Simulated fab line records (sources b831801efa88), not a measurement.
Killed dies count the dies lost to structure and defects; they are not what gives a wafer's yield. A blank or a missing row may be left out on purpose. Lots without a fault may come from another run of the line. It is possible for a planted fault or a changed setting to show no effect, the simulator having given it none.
The same fault as seen by 2 desks ; flow gf180mcu ; only its own numbers are on each desk; what lay behind them is given at the end

## DESK OF THE TOOL OWNER: lithoTrack-02
The tool's own readings at GF_PSD_COAT_02 (resist thk 1000 nm): means of the sampled wafers that have a number, for each lot that ran on this tool. Marked OUT: a lot whose mean sits more than 4 standard deviations from the usual mean, which makes it out of limits; the brackets give that distance.
Columns: A = resistLineTempC at GF_PSD_COAT_02, usual 23.01 C; B = spinSpeedRpm at GF_PSD_COAT_02, usual 3000.0 rpm
lot;first seen here;A;B
L934;day 14 01:58;22.98;2999.3
L936;day 15 00:17;22.84;3000.1
L937;day 15 06:25;23.04;2999.7
L940;day 16 05:19;22.87;3001.5
L942;day 16 20:32;23.13;2997.9
L951;day 20 05:32;23.10;3001.1
L954;day 21 03:17;23.07;3000.2
L955;day 21 12:08;22.96;2999.4
Result from this desk: across the 8 lots, nothing is out of limits.

## METROLOGY DESK
Lot by lot, what the gauges showed, no matter which tool ran the lot: averages of those sampled wafers that carry a number. Marked OUT: a lot whose mean sits more than 4 standard deviations from the usual mean, which makes it out of limits; the brackets give that distance.
Columns: A = cdNm at GF_NSD_CD_MEAS_07, usual 399.9 nm
lot;first seen here;A
L934;day 13 16:02;402.3
L935;day 13 22:22;399.4
L936;day 14 13:48;399.2
L937;day 14 19:32;400.2
L940;day 15 17:52;401.0
L942;day 16 09:11;396.9
L944;day 17 05:01;400.2
L949;day 18 21:34;402.2
L951;day 19 16:54;397.1
L952;day 19 21:24;397.8
L954;day 20 15:17;396.6
L955;day 20 23:56;401.4
L956;day 21 04:48;403.0
Result from this desk: across the 13 lots, nothing is out of limits.

## PUT TOGETHER
The tool owner's desk saw nothing out of limits.
Nothing out of limits was seen by the metrology desk.

## WHAT THE SIMULATOR HAD INSERTED
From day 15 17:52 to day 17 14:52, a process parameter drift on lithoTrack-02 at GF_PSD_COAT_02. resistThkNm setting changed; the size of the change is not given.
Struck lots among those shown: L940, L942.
